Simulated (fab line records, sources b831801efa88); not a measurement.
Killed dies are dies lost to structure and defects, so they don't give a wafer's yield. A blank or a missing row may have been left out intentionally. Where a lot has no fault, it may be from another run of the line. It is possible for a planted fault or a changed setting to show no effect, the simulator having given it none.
What tool caused it? + flow gf180mcu + 24 lots with 72 wafers sampled at 5 steps, on a route of 602 steps

WHAT THE GAUGES READ, wafer by wafer
GF_M2_THK_MEAS_06: measures by xrf. Usual: M2_ALCU_THK 451 nm, standard deviation 6.
| lot  | measured     | on            | M2_ALCU_THK (nm) | flag |
|------|--------------|---------------|------------------|------|
| L074 | day 18 05:13 | film metro-03 | 448 453 455      |      |
| L075 | day 18 09:29 | film metro-02 | 446 451 443      |      |
| L076 | day 18 15:35 | film metro-03 | 448 446 447      |      |
| L077 | day 19 08:01 | film metro-03 | 453 447 453      |      |
| L078 | day 19 20:46 | film metro-01 | 456 454 453      |      |
| L079 | day 20 03:58 | film metro-02 | 449 448 451      |      |
| L080 | day 20 09:04 | film metro-03 | 447 450 446      |      |
| L081 | day 21 07:52 | film metro-01 | 452 454 457      |      |
| L082 | day 21 08:22 | film metro-01 | 448 437 445      |      |
| L083 | day 21 15:53 | film metro-02 | 455 445 451      |      |
| L084 | day 22 02:10 | film metro-01 | 459 455 454      |      |
| L085 | day 22 12:21 | film metro-01 | 439 455 444      |      |
| L086 | day 22 18:55 | film metro-03 | 447 453 448      |      |
| L087 | day 23 02:44 | film metro-01 | 452 458 455      |      |
| L088 | day 23 08:49 | film metro-01 | 449 445 459      |      |
| L089 | day 23 13:20 | film metro-03 | 461 454 456      |      |
| L090 | day 23 23:49 | film metro-01 | 450 455 443      |      |
| L091 | day 24 10:26 | film metro-02 | 461 450 452      |      |
| L092 | day 25 06:05 | film metro-03 | 440 431 434      |      |
| L093 | day 25 15:34 | film metro-02 | 465 458 461      |      |
| L094 | day 25 17:35 | film metro-03 | 447 451 459      |      |
| L095 | day 25 21:34 | film metro-03 | 452 448 440      |      |
| L096 | day 26 02:08 | film metro-01 | 455 450 459      |      |
| L097 | day 26 07:22 | film metro-03 | 445 445 451      |      |

GF_V2_BOW_MEAS_05. Usual: V2_BOW 98 um, standard deviation 8.3.
| lot  | measured     | on            | V2_BOW (um) | flag |
|------|--------------|---------------|-------------|------|
| L074 | day 19 06:37 | film metro-02 | 97 83 78    |      |
| L075 | day 19 10:13 | film metro-01 | 98 97 114   |      |
| L076 | day 19 17:13 | film metro-01 | 105 82 96   |      |
| L077 | day 20 09:49 | film metro-01 | 92 99 90    |      |
| L078 | day 20 22:23 | film metro-01 | 89 91 82    |      |
| L079 | day 21 06:32 | film metro-02 | 98 92 87    |      |
| L080 | day 21 10:59 | film metro-02 | 110 113 105 |      |
| L081 | day 22 08:25 | film metro-04 | 105 100 102 |      |
| L082 | day 22 09:04 | film metro-02 | 109 94 99   |      |
| L083 | day 22 16:11 | film metro-04 | 101 85 92   |      |
| L084 | day 23 01:39 | film metro-02 | 89 95 90    |      |
| L085 | day 23 11:36 | film metro-02 | 105 113 100 |      |
| L086 | day 23 18:40 | film metro-01 | 112 105 93  |      |
| L087 | day 24 02:25 | film metro-04 | 88 110 99   |      |
| L088 | day 24 08:07 | film metro-04 | 107 100 98  |      |
| L089 | day 24 12:40 | film metro-04 | 99 98 97    |      |
| L090 | day 24 22:02 | film metro-01 | 104 93 100  |      |
| L091 | day 25 08:50 | film metro-02 | 101 100 108 |      |
| L092 | day 26 03:52 | film metro-02 | 85 100 95   |      |
| L093 | day 26 13:44 | film metro-01 | 97 97 99    |      |
| L094 | day 26 15:35 | film metro-01 | 101 93 90   |      |
| L095 | day 26 18:53 | film metro-04 | 97 102 97   |      |
| L096 | day 27 00:04 | film metro-04 | 90 94 104   |      |
| L097 | day 27 04:49 | film metro-01 | 98 106 94   |      |

GF_V2_CD_MEAS_14: target cd 260 nm. Usual: cd nm reads 260.0 nm (standard deviation 1.1).
| lot  | measured     | on        | cd nm (nm)        | flag |
|------|--------------|-----------|-------------------|------|
| L074 | day 20 06:49 | cd sem-01 | 260.7 260.7 261.2 |      |
| L075 | day 20 10:43 | cd sem-02 | 259.7 262.2 260.9 |      |
| L076 | day 20 17:17 | cd sem-02 | 259.4 260.2 258.0 |      |
| L077 | day 21 10:00 | cd sem-01 | 260.1 260.9 261.1 |      |
| L078 | day 21 21:25 | cd sem-02 | 259.3 259.7 259.2 |      |
| L079 | day 22 06:20 | cd sem-02 | 259.8 259.6 258.8 |      |
| L080 | day 22 10:23 | cd sem-01 | 259.2 258.2 257.9 |      |
| L081 | day 23 07:30 | cd sem-01 | 260.2 259.6 260.3 |      |
| L082 | day 23 08:11 | cd sem-01 | 259.2 260.2 260.9 |      |
| L083 | day 23 15:37 | cd sem-01 | 258.6 261.2 259.3 |      |
| L084 | day 24 00:29 | cd sem-01 | 260.9 261.2 260.8 |      |
| L085 | day 24 09:55 | cd sem-02 | 260.6 260.3 261.2 |      |
| L086 | day 24 16:34 | cd sem-01 | 258.4 259.4 259.1 |      |
| L087 | day 24 23:53 | cd sem-02 | 261.3 261.8 262.9 |      |
| L088 | day 25 04:49 | cd sem-02 | 259.0 260.0 259.5 |      |
| L089 | day 25 10:52 | cd sem-01 | 259.7 258.4 260.5 |      |
| L090 | day 25 18:37 | cd sem-02 | 257.7 258.5 258.6 |      |
| L091 | day 26 06:17 | cd sem-01 | 260.7 259.5 260.3 |      |
| L092 | day 27 01:14 | cd sem-02 | 259.7 259.9 259.6 |      |
| L093 | day 27 10:45 | cd sem-02 | 261.5 261.6 260.9 |      |
| L094 | day 27 12:10 | cd sem-02 | 259.7 260.2 259.5 |      |
| L095 | day 27 15:37 | cd sem-02 | 261.2 262.3 261.8 |      |
| L096 | day 27 19:55 | cd sem-01 | 260.4 259.0 259.3 |      |
| L097 | day 28 00:48 | cd sem-02 | 260.9 261.9 261.5 |      |

WHAT TOOL EACH LOT RAN ON (gives the tool, then ch and the chambers of the sampled wafers, and finally the start)
| lot  | GF_M2_STRIP_17                       | GF_V2_CMP_04                  |
|------|--------------------------------------|-------------------------------|
| L074 | plasma asher-02 ch 0,1, day 19 05:32 | cmp-02 ch 1,3, day 19 06:22   |
| L075 | plasma asher-03 ch 0,1, day 19 09:08 | cmp-02 ch 2,3, day 19 09:55   |
| L076 | plasma asher-01 ch 0,1, day 19 15:46 | cmp-01 ch 0,2,3, day 19 16:53 |
| L077 | plasma asher-02 ch 0,1, day 20 08:43 | cmp-02 ch 1,2, day 20 09:28   |
| L078 | plasma asher-01 ch 0,1, day 20 21:13 | cmp-01 ch 0,1,3, day 20 22:11 |
| L079 | plasma asher-02 ch 1, day 21 05:26   | cmp-02 ch 0,1,3, day 21 06:16 |
| L080 | plasma asher-02 ch 0,1, day 21 09:53 | cmp-01 ch 2,3, day 21 10:40   |
| L081 | plasma asher-02 ch 0,1, day 22 07:19 | cmp-02 ch 1,2,3, day 22 08:05 |
| L082 | plasma asher-02 ch 0,1, day 22 07:58 | cmp-01 ch 0,1,3, day 22 08:44 |
| L083 | plasma asher-02 ch 0,1, day 22 15:04 | cmp-01 ch 0,1,3, day 22 15:59 |
| L084 | plasma asher-01 ch 0,1, day 23 00:32 | cmp-01 ch 0,2, day 23 01:24   |
| L085 | plasma asher-02 ch 0,1, day 23 10:28 | cmp-01 ch 0,3, day 23 11:17   |
| L086 | plasma asher-03 ch 0, day 23 17:31   | cmp-01 ch 0,1,3, day 23 18:24 |
| L087 | plasma asher-02 ch 0,1, day 24 01:16 | cmp-01 ch 0,1,2, day 24 02:08 |
| L088 | plasma asher-01 ch 0,1, day 24 06:58 | cmp-01 ch 1,2,3, day 24 07:52 |
| L089 | plasma asher-02 ch 0,1, day 24 11:29 | cmp-02 ch 0,1,2, day 24 12:20 |
| L090 | plasma asher-02 ch 0,1, day 24 20:35 | cmp-02 ch 0,2,3, day 24 21:44 |
| L091 | plasma asher-02 ch 0,1, day 25 07:43 | cmp-01 ch 0,2,3, day 25 08:28 |
| L092 | plasma asher-03 ch 1, day 26 02:47   | cmp-02 ch 0,3, day 26 03:34   |
| L093 | plasma asher-02 ch 0,1, day 26 12:36 | cmp-02 ch 0,1,3, day 26 13:26 |
| L094 | plasma asher-01 ch 0,1, day 26 14:29 | cmp-02 ch 0,2,3, day 26 15:17 |
| L095 | plasma asher-02 ch 0,1, day 26 17:46 | cmp-01 ch 0,1, day 26 18:34   |
| L096 | plasma asher-03 ch 0,1, day 26 22:58 | cmp-02 ch 0,1,2, day 26 23:55 |
| L097 | plasma asher-01 ch 0,1, day 27 03:44 | cmp-02 ch 0,1,3, day 27 04:31 |
- GF_M2_STRIP_17: strips in O2/N2.
- GF_V2_CMP_04: polishes SiO2.

AS READ BY THE TOOLS THEMSELVES (means over the sampled wafers that have a number; for cases with no such wafer, the mark the record gives instead)
GF_M2_STRIP_17. Usual: drypump motor current A 5.4 A, standard deviation 0.31; heater power w 346 W, standard deviation 28; oes product au 0.558 a.u., standard deviation 0.0056; strip time to endpoint s 7.88 s, standard deviation 0.049.
| lot  | tool            | drypump motor current A (A) | heater power w (W) | oes product au (a.u.) | strip time to endpoint s (s) | flag |
|------|-----------------|-----------------------------|--------------------|-----------------------|------------------------------|------|
| L074 | plasma asher-02 | 5.2                         | 324                | 0.559                 | 7.89                         |      |
| L075 | plasma asher-03 | 5.5                         | 333                | 0.555                 | 7.84                         |      |
| L076 | plasma asher-01 | 5.8                         | 381                | 0.560                 | 7.89                         |      |
| L077 | plasma asher-02 | 5.4                         | 346                | 0.545                 | 7.77                         |      |
| L078 | plasma asher-01 | 5.6                         | 383                | 0.558                 | 7.88                         |      |
| L079 | plasma asher-02 | 5.0                         | 308                | 0.556                 | 7.86                         |      |
| L080 | plasma asher-02 | 5.2                         | 328                | 0.556                 | 7.89                         |      |
| L081 | plasma asher-02 | 5.2                         | 326                | 0.556                 | 7.85                         |      |
| L082 | plasma asher-02 | 5.4                         | 345                | 0.557                 | 7.88                         |      |
| L083 | plasma asher-02 | 5.2                         | 324                | 0.563                 | 7.92                         |      |
| L084 | plasma asher-01 | 5.6                         | 377                | 0.564                 | 7.84                         |      |
| L085 | plasma asher-02 | 5.4                         | 344                | 0.563                 | 7.90                         |      |
| L086 | plasma asher-03 | 5.8                         | 343                | 0.556                 | 7.88                         |      |
| L087 | plasma asher-02 | 5.4                         | 340                | 0.563                 | 7.91                         |      |
| L088 | plasma asher-01 | 5.8                         | 384                | 0.557                 | 7.91                         |      |
| L089 | plasma asher-02 | 5.2                         | 327                | 0.554                 | 7.84                         |      |
| L090 | plasma asher-02 | 5.4                         | 342                | 0.563                 | 7.94                         |      |
| L091 | plasma asher-02 | 5.2                         | 324                | 0.564                 | 7.96                         |      |
| L092 | plasma asher-03 | 5.3                         | 327                | 0.556                 | 7.90                         |      |
| L093 | plasma asher-02 | 5.2                         | 329                | 0.556                 | 7.88                         |      |
| L094 | plasma asher-01 | 5.6                         | 375                | 0.555                 | 7.84                         |      |
| L095 | plasma asher-02 | 5.4                         | 343                | 0.557                 | 7.82                         |      |
| L096 | plasma asher-03 | 5.7                         | 337                | 0.557                 | 7.90                         |      |
| L097 | plasma asher-01 | 5.6                         | 381                | 0.566                 | 7.96                         |      |

GF_V2_CMP_04. Usual: motor current A 12.4 A, standard deviation 0.79; platen rpm 59.99 rpm, standard deviation 0.039; time to endpoint s 79 s, standard deviation 4.4.
| lot  | tool   | motor current A (A) | platen rpm (rpm) | time to endpoint s (s) | flag |
|------|--------|---------------------|------------------|------------------------|------|
| L074 | cmp-02 | 12.6                | 59.98            | 81                     |      |
| L075 | cmp-02 | 13.3                | 59.97            | 81                     |      |
| L076 | cmp-01 | 12.4                | 59.95            | 79                     |      |
| L077 | cmp-02 | 13.0                | 59.99            | 80                     |      |
| L078 | cmp-01 | 11.8                | 60.04            | 79                     |      |
| L079 | cmp-02 | 13.0                | 60.00            | 83                     |      |
| L080 | cmp-01 | 12.8                | 59.99            | 82                     |      |
| L081 | cmp-02 | 12.5                | 60.00            | 83                     |      |
| L082 | cmp-01 | 12.2                | 60.00            | 78                     |      |
| L083 | cmp-01 | 11.8                | 60.02            | 77                     |      |
| L084 | cmp-01 | 12.4                | 60.06            | 80                     |      |
| L085 | cmp-01 | 12.3                | 59.96            | 79                     |      |
| L086 | cmp-01 | 11.5                | 59.97            | 75                     |      |
| L087 | cmp-01 | 12.0                | 59.99            | 74                     |      |
| L088 | cmp-01 | 12.2                | 59.98            | 78                     |      |
| L089 | cmp-02 | 12.2                | 59.95            | 76                     |      |
| L090 | cmp-02 | 12.6                | 60.03            | 80                     |      |
| L091 | cmp-01 | 12.3                | 60.03            | 80                     |      |
| L092 | cmp-02 | 12.5                | 60.02            | 76                     |      |
| L093 | cmp-02 | 13.2                | 59.99            | 75                     |      |
| L094 | cmp-02 | 12.6                | 59.99            | 77                     |      |
| L095 | cmp-01 | 11.5                | 60.02            | 86                     |      |
| L096 | cmp-02 | 12.3                | 59.98            | 77                     |      |
| L097 | cmp-02 | 13.1                | 60.02            | 80                     |      |

THE ANSWER, worked out from the rows above alone
Rule: a lot counts as off when the mean over its wafers that have a number is more than 3 standard deviations away from the usual mean. A lot without any number at a reading at which 4 lots or more have one is off too. Any other lot the step has rows for is counted as sound. Order of review: gauges by route order, followed by the tools' own readings, for which a lot's mean as printed above is used. The first step at which some lot is off is used, and at that step the reading that is off furthest; a lot without a number counts as furthest.
None of the lots is off at any reading shown; this tells nothing.

WHAT HAD BEEN PUT IN BY THE SIMULATOR
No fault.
